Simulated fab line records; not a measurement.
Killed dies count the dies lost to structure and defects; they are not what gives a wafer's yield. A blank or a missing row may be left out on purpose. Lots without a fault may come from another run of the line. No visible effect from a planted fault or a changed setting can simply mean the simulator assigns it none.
Matching of chambers    flow gf180mcu    GF_V5_CMP_04 on cmp-01: 4 sister chambers
The step polishes SiO2. 4 wafers are shown with their chamber, then 6 later ones without.

== WAFERS, EACH WITH ITS CHAMBER ==
wafer   chamber  motor-current-A (A)
L815.3  3        13.1
L815.6  2        12.0
L818.1  0        11.5
L818.4  1        12.1

== WAFERS WITHOUT THEIR CHAMBER ==
wafer   motor-current-A (A)
L818.6  13.9
L828.2  14.0
L828.5  13.1
L829.2  11.0
L829.4  11.9
L829.6  14.0

== THE CHAMBER EACH PASSED THROUGH ==
wafer   from the rows above                in truth
L818.6  can't be placed: 3 or 1 or 2       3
L828.2  can't be placed: 3 or 1 or 2       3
L828.5  can't be placed: 3 or 1 or 2       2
L829.2  can't be placed: 0 or 2 or 1       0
L829.4  can't be placed: 2 or 1 or 0 or 3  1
L829.6  can't be placed: 3 or 1 or 2       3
0 of 6 placed correctly. Cannot be placed on the basis of these rows: 6; the candidates contain the true chamber in 6. Wrongly placed: 0.
How it was worked out, from the rows above alone: a wafer's distance from a chamber is the root of the sum, over the readings, of the square of ((its reading less the chamber's mean) divided by the reading's scatter). If the next closest chamber is less than 2 further off than the closest, the wafer can't be placed; otherwise it belongs to the closest. For every chamber, the mean is computed from those of its wafers that are shown. The scatter: with one shown wafer a chamber, the root of the mean of the squares of how far each hidden wafer lies from its nearest shown one.
